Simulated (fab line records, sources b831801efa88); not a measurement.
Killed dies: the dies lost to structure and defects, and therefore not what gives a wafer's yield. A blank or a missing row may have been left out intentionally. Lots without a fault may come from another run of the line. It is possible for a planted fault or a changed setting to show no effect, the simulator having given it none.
fab line records -- flow sky130
record lots=5, wafers=15, lastDay=49
route steps=708 shown SONOS_TUNNEL@160 SONOS_ONO@168 GATE_OXIDE@187 PAD_OPEN@708
lots that met no fault: from a run of the same line without faults
startH: hours from the record's opening day to when the first of the lot's shown wafers began -- waitH: hours since the lot's step before -- " identical to the entry in the row above -- L1.1+2: several wafers, shown together as one row -- - no value, or no start was given -- * or withheld: withheld -- < > ~ a bound
route shown NAME@n: NAME is a module with steps in the file, n the number in the route of the first one -- usual: the fault-free wafers' mean and standard deviation -- same: alike in all rows -- chamber/n: place in a boat -- sites: per-site readings -- _std_site: standard deviation across them -- _edge_site: outer sites' mean less inner sites' -- radiusMm: for every site, how far away it sits from the centre of the wafer -- mask NAME#n: copy n -- behind: the most recent tool/chamber to have shaped the wafer -- hold: reason for holding the lot/hours on hold/outcome of the hold -- device: the transistor (n, p or np) that didn't switch -- end of line: the same wafers' tests at the end of the route -- a step with no rows: only its recipe -- killed: dies that structure and defects cost at the first sort, which is not the same as the wafer's yield -- map: shows each die of a wafer: x if killed, . if not, _ if none is there
set.NAME: the setting that was run; set.NAME@STEP: the one run at that earlier step -- model.NAME: the simulator's own value behind a step, which no gauge read
certain route steps with their lots: each step a table, each wafer a row
services: when a tool's chamber went out of use (startH, in hours from the record's first day, below 0 if earlier), for how many hours, and the reason
## steps
# step SKY_SONOS_TUNNEL_DEVELOP_06
# recipe resist=NOVOLAK, developer=TMAH, developTimeS=60, devTempC=23
# step SKY_SONOS_TUNNEL_IMPLANT_09
# recipe species=B, energyKev=20, doseCm2=1e+12, tiltDeg=withheld
# step SKY_SONOS_TUNNEL_WET_ETCH_10
# recipe chemistry=dHF, targetDepthNm=14, target=SiO2, dilution=100:1, tempC=25, timeS=280
# step SKY_SONOS_TUNNEL_STRIP_11
# recipe chemistry=SPM, timeS=600, tempC=130
# step SKY_SONOS_TUNNEL_CLEAN_13
# recipe chemistry=dHF, timeS=20, dilution=100:1, dry=ipaMarangoni
# step SKY_SONOS_ONO_OXIDATION_00
# recipe tempC=800, ambient=O2, idleTempC=700, rampUpCPerMin=10, rampDownCPerMin=3, stabiliseS=600, purgeS=300, targetThkA=26, oxTimeS=1249
# step SKY_SONOS_ONO_CVD_02
# recipe material=Si3N4, precursor=DCS/NH3, targetThkNm=10.5, tempC=770, timeS=180, pressureMtorr=250
# step SKY_SONOS_ONO_CVD_04
# recipe material=SiO2, precursor=SiH4/N2O, targetThkNm=5.7199, tempC=900, pressureMtorr=400
# usual spikeTcCentreC=900.4/1.1, zonePowerCentrePct=17.4/2, zonePowerLowerPct=16.44/0.19, zonePowerUpperPct=16.67/0.25
lot.wafer,tool,chamber,startH,waitH,spikeTcCentreC,zonePowerCentrePct,zonePowerLowerPct,zonePowerUpperPct,model.SiO2_of_SONOS_ONO_CVD_04.thkNm
L878.2,lpcvd-03,0,323.79,0.0,900.0,15.3,16.65,16.41,5.521
L878.4,lpcvd-03,0,323.79,0.0,901.6,15.2,16.36,16.67,5.543
L878.5,lpcvd-03,0,323.79,0.0,900.6,15.6,16.41,16.37,5.525
L883.2,lpcvd-03,1,359.51,0.0,898.4,19.3,16.20,16.75,5.78
L883.5,lpcvd-03,1,359.51,0.0,900.5,18.9,15.81,17.27,5.664
L883.6,lpcvd-03,1,359.51,0.0,900.4,19.7,16.40,16.87,5.718
L884.1,lpcvd-03,0,363.24,0.1,924.0,22.1,12.35,12.47,6.414
L884.2,lpcvd-03,0,363.24,0.1,924.1,22.6,12.41,12.40,6.609
L884.3,lpcvd-03,0,363.24,0.1,924.0,22.5,12.55,12.37,6.701
L885.3,lpcvd-03,0,377.01,0.0,923.4,22.4,12.31,12.54,6.037
L885.5,lpcvd-03,0,377.01,0.0,924.9,22.7,12.46,12.31,5.772
L885.6,lpcvd-03,0,377.01,0.0,925.2,22.8,12.71,12.50,5.779
L886.2,lpcvd-03,1,384.59,0.0,923.6,27.7,12.51,12.49,6.263
L886.3,lpcvd-03,1,384.59,0.0,922.7,28.6,12.28,12.79,6.145
L886.5,lpcvd-03,1,384.59,0.0,924.1,28.8,12.37,12.81,5.96
# step SKY_SONOS_ONO_THK_MEAS_05
# recipe reads=SiO2_of_SONOS_ONO_CVD_04
# usual SONOS_ONO_CVD_04_THK=5.70/0.097
lot.wafer,tool,chamber,startH,waitH,SONOS_ONO_CVD_04_THK[nm]
L878.2,filmMetro-01,-,325.05,0.0,5.52
L878.4,filmMetro-01,-,325.05,0.0,5.56
L878.5,filmMetro-01,-,325.05,0.0,5.53
L883.2,filmMetro-04,-,360.77,0.0,5.83
L883.5,filmMetro-04,-,360.77,0.0,5.64
L883.6,filmMetro-04,-,360.77,0.0,5.72
L884.1,filmMetro-03,-,364.49,0.0,6.46
L884.2,filmMetro-03,-,364.49,0.0,6.63
L884.3,filmMetro-03,-,364.49,0.0,6.72
L885.3,filmMetro-04,-,378.28,0.0,5.99
L885.5,filmMetro-04,-,378.28,0.0,5.79
L885.6,filmMetro-04,-,378.28,0.0,5.83
L886.2,filmMetro-03,-,385.85,0.0,6.28
L886.3,filmMetro-03,-,385.85,0.0,6.14
L886.5,filmMetro-03,-,385.85,0.0,5.93
# step SKY_SONOS_ONO_DEHYDRATE_06
# recipe tempC=200, timeS=60
# step SKY_SONOS_ONO_HMDS_07
# recipe primeTimeS=60, primeTempC=120
# step SKY_SONOS_ONO_COAT_08
# recipe resist=NOVOLAK, spinRpm=3065, resistThkNm=1140
# step SKY_SONOS_ONO_SOFTBAKE_09
# recipe tempC=90, timeS=60, resist=NOVOLAK
# step SKY_SONOS_ONO_EXPOSE_10
# recipe maskId=ONOM, targetCdNm=410, na=0.6, sourceShape=conventional, sigmaOuter=0.6, doseMj=150
# step SKY_SONOS_ONO_PEB_11
# recipe tempC=withheld, timeS=*, resist=NOVOLAK
# step SKY_SONOS_ONO_DEVELOP_12
# recipe developTimeS=60, devTempC=23
# step SKY_SONOS_ONO_ETCH_15
# recipe targetDepthNm=19.52, chemistry=CHF3/O2, sourceW=600, biasW=200, pressureMtorr=40, chf3FlowSccm=50, O2_flow_sccm=5, timeS=7.8
# step SKY_SONOS_ONO_WET_ETCH_16
# recipe chemistry=dHF, targetDepthNm=14, dry=n2Spin, target=SiO2, dilution=100:1, tempC=25, timeS=280
# step SKY_SONOS_ONO_STRIP_17
# recipe chemistry=O2/N2, powerW=1400, pressureMtorr=1500, platenTempC=withheld, o2FlowSccm=3000, n2FlowSccm=300, overashFraction=0.5
# step SKY_SONOS_ONO_WET_ETCH_18
# recipe chemistry=H3PO4, targetDepthNm=15, target=Si3N4, tempC=160, timeS=172
# step SKY_GATE_OXIDE_CLEAN_00
# recipe chemistry=SC1/SC2, mix=1:4:20, tempC=70, timeS=150, dry=n2Spin
# step SKY_GATE_OXIDE_OXIDATION_01
# recipe tempC=900, ambient=O2, stabiliseS=600, purgeS=300, targetThkA=102.68, oxTimeS=1473
# step SKY_GATE_OXIDE_DEHYDRATE_03
# recipe tempC=200, timeS=60
# step SKY_GATE_OXIDE_HMDS_04
# recipe primeTimeS=60, primeTempC=120
# step SKY_GATE_OXIDE_COAT_05
# recipe resist=NOVOLAK, spinRpm=3000, resistThkNm=1140
# step SKY_GATE_OXIDE_SOFTBAKE_06
# recipe tempC=90, timeS=60, resist=NOVOLAK
# step SKY_GATE_OXIDE_EXPOSE_07
# recipe maskId=LVOM, na=0.6, sourceShape=conventional, sigmaOuter=0.6, polarization=unpolarized, targetCdNm=600, doseMj=170
# step SKY_GATE_OXIDE_PEB_08
# recipe tempC=withheld, timeS=*, resist=NOVOLAK
# step SKY_GATE_OXIDE_DEVELOP_09
# recipe resist=NOVOLAK, developer=TMAH, developTimeS=60, devTempC=22.6
# step SKY_GATE_OXIDE_IMPLANT_11
# recipe species=B, energyKev=10, doseCm2=2.6e+12, tiltDeg=withheld
# step SKY_GATE_OXIDE_WET_ETCH_12
# recipe chemistry=dHF, targetDepthNm=16.8, dry=n2Spin, target=SiO2, dilution=100:1, tempC=25, timeS=336
# step SKY_GATE_OXIDE_STRIP_13
# recipe chemistry=O2/N2, powerW=1400, pressureMtorr=1500, platenTempC=withheld, o2FlowSccm=3000, n2FlowSccm=300, overashFraction=0.5
# step SKY_GATE_OXIDE_CLEAN_15
# recipe chemistry=SC1/SC2, mix=1:4:20, tempC=70, timeS=150, dry=n2Spin
# usual bathHeatDutyPct=13.3/1.4
lot.wafer,tool,chamber,startH,waitH,bathHeatDutyPct,model.SiO2_of_SONOS_ONO_CVD_04.thkNm
L878.2,wetBench-01,2,381.55,0.0,11.0,4.015
L878.4,wetBench-01,2,381.55,0.0,12.2,4.032
L878.5,wetBench-01,2,381.55,0.0,13.0,4.018
L883.2,wetBench-04,0,418.66,0.0,15.7,4.262
L883.5,wetBench-04,0,418.66,0.0,15.0,4.141
L883.6,wetBench-04,0,418.66,0.0,16.1,4.199
L884.1,wetBench-04,3,424.71,0.1,13.8,4.9
L884.2,wetBench-04,3,424.71,0.1,12.9,5.092
L884.3,wetBench-04,3,424.71,0.1,15.3,5.185
L885.3,wetBench-01,3,439.33,0.0,12.8,4.526
L885.5,wetBench-01,3,439.33,0.0,11.6,4.256
L885.6,wetBench-01,3,439.33,0.0,11.4,4.262
L886.2,wetBench-01,1,449.03,0.0,15.6,4.751
L886.3,wetBench-01,1,449.03,0.0,14.6,4.633
L886.5,wetBench-01,1,449.03,0.0,14.8,4.452
# step SKY_PAD_OPEN_PROBE_99
# usual killed_at_M0_to_M3=44/6.8, killed_at_M4_up=2.9/1.7, killedAtContacts=24/5.2, killedAtFrontEnd=15/4, killedAtOther=0.2/0.44, killedDies=86/9.9, killedOpen=47/7.9, killedShort=39/6.3
# same grossDies=492, killedAtBackSide=0
lot.wafer,tool,chamber,startH,waitH,killed_at_M0_to_M3,killed_at_M4_up,killedAtContacts,killedAtFrontEnd,killedAtOther,killedDies,killedOpen,killedShort,model.etest.sonosErased.driveUaUm,model.etest.sonosUncharged.rOnOhmUm,model.etest.capOno.gateLog10ACm2,model.etest.capOno.gateBvV,model.etest.capOno.toxAccNm,model.etest.sonosProgrammed.vtV,model.etest.sonosErased.vtV,model.etest.sonosBaked.vtV
L878.2,prober-01,-,1127.60,0.1,45,2,22,9,2,80,42,38,209.1,809.1,-7.895,16.28,12.86,1.549,-2.264,1.044
L878.4,prober-01,-,1127.70,0.2,40,1,17,15,2,75,41,34,179.3,802.9,-7.807,16.37,12.81,1.56,-2.262,1.03
L878.5,prober-01,-,1127.75,0.2,38,3,15,16,0,72,39,33,187.2,795.9,-7.879,16.41,12.86,1.533,-2.278,1.025
L883.2,prober-01,-,1155.51,0.1,50,1,15,13,0,79,44,35,197.8,810.8,-7.936,17.12,12.9,1.464,-2.308,0.9638
L883.5,prober-01,-,1155.66,0.2,39,2,28,10,0,79,50,29,206.3,824.5,-7.76,15.94,12.72,1.476,-2.371,1.01
L883.6,prober-01,-,1155.71,0.2,32,4,27,12,1,76,38,37,184,835.2,-7.845,16.39,12.74,1.456,-2.31,0.9801
L884.1,prober-01,-,1159.76,0.1,45,3,18,11,0,77,35,42,177.3,833.3,-8.456,17.18,13.42,1.195,-2.121,0.7483
L884.2,prober-01,-,1159.81,0.1,36,4,21,14,0,75,45,30,168.2,837.9,-8.674,16.75,13.5,1.102,-2.03,0.6762
L884.3,prober-01,-,1159.86,0.2,38,1,25,14,0,78,46,32,132.8,825.4,-8.97,17.5,13.72,0.9492,-1.883,0.5874
L885.3,prober-02,-,1167.15,0.2,50,0,24,16,0,90,49,40,131,812.2,-8.386,16.55,13.26,1.275,-2.092,0.7954
L885.5,prober-02,-,1167.25,0.2,43,0,20,16,0,79,45,34,236.4,796.8,-8.047,16.48,12.99,1.44,-2.32,0.8854
L885.6,prober-02,-,1167.30,0.2,49,2,25,9,0,85,46,39,165.5,791.3,-8.14,16.54,13.08,1.404,-2.201,0.8703
L886.2,prober-01,-,1173.58,0.1,40,4,29,14,1,88,43,45,149.5,828,-8.617,16.72,13.35,1.148,-2.045,0.7391
L886.3,prober-01,-,1173.63,0.2,47,4,17,13,0,81,37,43,134.1,807.4,-8.498,16.73,13.3,1.218,-2.056,0.7867
L886.5,prober-01,-,1173.73,0.2,48,2,14,16,0,80,46,34,177.1,844,-8.256,16.58,13.11,1.302,-2.168,0.8676
# killed by level:class
L878.2 VIA1:geometricParticle:open=8 VIA2:geometricParticle:open=8 VIA3:geometricParticle:open=8 CONTACT:geometricParticle:open=7 LOCAL_INTERCONNECT:geometricParticle:short=6 CONTACT:geometricParticle:short=4 METAL1:geometricParticle:short=4 VIA1:geometricParticle:short=4
L878.4 VIA1:geometricParticle:open=11 FIELD_ISO:geometricParticle:open=6 LI_CONTACT:geometricParticle:open=6 VIA1:geometricParticle:short=5 VIA2:geometricParticle:open=5 VIA3:geometricParticle:short=5 CONTACT:geometricParticle:short=4 VIA3:geometricParticle:open=4
L878.5 VIA3:geometricParticle:open=10 CONTACT:geometricParticle:open=7 METAL2:geometricParticle:short=6 VIA1:geometricParticle:open=5 POLY_GATE:geometricParticle:open=4 SPACER:geometricParticle:short=4 CONTACT:geometricParticle:short=3 LOCAL_INTERCONNECT:geometricParticle:open=3
L883.2 METAL1:geometricParticle:short=12 VIA1:geometricParticle:open=11 CONTACT:geometricParticle:open=7 VIA3:geometricParticle:open=5 VIA2:geometricParticle:open=5 LI_CONTACT:geometricParticle:open=5 VIA3:geometricParticle:short=5 VIA1:geometricParticle:short=4
L883.5 CONTACT:geometricParticle:open=12 VIA1:geometricParticle:open=10 LI_CONTACT:geometricParticle:open=8 METAL1:geometricParticle:short=8 VIA2:geometricParticle:open=7 CONTACT:geometricParticle:short=6 VIA3:geometricParticle:open=4 VIA1:geometricParticle:short=3
L883.6 CONTACT:geometricParticle:open=12 CONTACT:geometricParticle:short=7 VIA1:geometricParticle:open=6 FIELD_ISO:geometricParticle:short=5 METAL1:geometricParticle:short=5 VIA3:geometricParticle:open=5 FIELD_ISO:geometricParticle:open=4 LI_CONTACT:geometricParticle:open=3
L884.1 VIA2:geometricParticle:open=8 CONTACT:geometricParticle:open=6 VIA1:geometricParticle:short=6 VIA1:geometricParticle:open=6 METAL3:geometricParticle:short=6 VIA3:geometricParticle:open=6 LI_CONTACT:geometricParticle:short=5 FIELD_ISO:geometricParticle:short=5
L884.2 CONTACT:geometricParticle:open=10 VIA2:geometricParticle:open=7 VIA3:geometricParticle:open=7 VIA1:geometricParticle:open=6 LI_CONTACT:geometricParticle:open=5 VIA3:geometricParticle:short=5 POLY_GATE:geometricParticle:short=4 CONTACT:geometricParticle:short=4
L884.3 LI_CONTACT:geometricParticle:open=12 CONTACT:geometricParticle:open=8 VIA3:geometricParticle:open=8 POLY_GATE:geometricParticle:short=5 VIA2:geometricParticle:short=5 VIA1:geometricParticle:open=5 VIA2:geometricParticle:open=5 LI_CONTACT:geometricParticle:short=4
L885.3 VIA1:geometricParticle:open=13 LI_CONTACT:geometricParticle:open=10 CONTACT:geometricParticle:open=7 METAL1:geometricParticle:short=7 METAL2:geometricParticle:short=6 VIA2:geometricParticle:short=5 VIA2:geometricParticle:open=5 POLY_GATE:geometricParticle:open=4
L885.5 POLY_GATE:geometricParticle:open=7 VIA1:geometricParticle:open=7 METAL1:geometricParticle:short=6 VIA2:geometricParticle:open=6 VIA1:geometricParticle:short=5 LOCAL_INTERCONNECT:geometricParticle:open=4 VIA3:geometricParticle:open=4 CONTACT:geometricParticle:open=4
L885.6 CONTACT:geometricParticle:open=11 VIA1:geometricParticle:open=9 METAL1:geometricParticle:short=7 VIA2:geometricParticle:short=7 POLY_GATE:geometricParticle:open=6 METAL2:geometricParticle:short=6 LI_CONTACT:geometricParticle:open=5 VIA3:geometricParticle:open=5
L886.2 CONTACT:geometricParticle:open=8 VIA1:geometricParticle:open=7 LI_CONTACT:geometricParticle:open=6 METAL1:geometricParticle:short=6 LI_CONTACT:geometricParticle:short=5 VIA3:geometricParticle:short=5 CONTACT:geometricParticle:short=5 VIA2:geometricParticle:open=5
L886.3 VIA1:geometricParticle:open=12 METAL1:geometricParticle:short=7 VIA2:geometricParticle:open=6 FIELD_ISO:geometricParticle:short=5 LI_CONTACT:geometricParticle:open=5 METAL2:geometricParticle:short=5 LOCAL_INTERCONNECT:geometricParticle:short=4 CONTACT:geometricParticle:short=4
L886.5 VIA1:geometricParticle:open=19 LI_CONTACT:geometricParticle:open=6 VIA2:geometricParticle:open=6 POLY_GATE:geometricParticle:open=5 POLY_GATE:geometricParticle:short=5 METAL2:geometricParticle:short=5 METAL1:geometricParticle:short=5 LOCAL_INTERCONNECT:geometricParticle:short=4
## services
tool,chamber,startH,hours,kind
lpcvd-03,-,343.70,0.9,repair
wetBench-04,-,358.70,2.2,repair
## key
firstSign step=SKY_SONOS_ONO_CVD_04, reading=spikeTcCentreC, direction=up, sigmas=22, usual=900.4, struck=924.0
effect step=SKY_SONOS_ONO_CVD_04, reading=zonePowerLowerPct, direction=down, sigmas=21, usual=16.44, struck=12.44
effect step=SKY_SONOS_ONO_THK_MEAS_05, reading=SONOS_ONO_CVD_04_THK, direction=up, sigmas=5.1, usual=5.70, struck=6.19, wafersMoved=8
modelEffect step=SKY_SONOS_ONO_CVD_04, value=SiO2_of_SONOS_ONO_CVD_04.thkNm, without=5.664, struck=6.187
modelEffect step=SKY_GATE_OXIDE_CLEAN_15, value=SiO2_of_SONOS_ONO_CVD_04.thkNm, without=4.15, struck=4.673
modelEffect step=SKY_PAD_OPEN_PROBE_99, value=etest.sonosErased.driveUaUm, without=190.6, struck=163.5
metAt SKY_SONOS_ONO_CVD_04
struckWafers L884.1,L884.2,L884.3,L885.3,L885.5,L885.6,L886.2,L886.3,L886.5
testerLeftOut L884,L885,L886
onsetBetween 359.51 363.24
fault kind=processParameterDrift, tool=lpcvd-03, chamber=-, onsetH=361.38, steps=SKY_SONOS_ONO_CVD_04, channel=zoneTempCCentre, offset=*, shape=step, endH=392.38
# testerLeftOut: of these lots the tester's yield and bins aren't shown, on N5 and GAA mostly nor the transistor test; their killed dies are dies lost to structure and defects alone, not to doping, threshold or leakage, so they don't give the yield
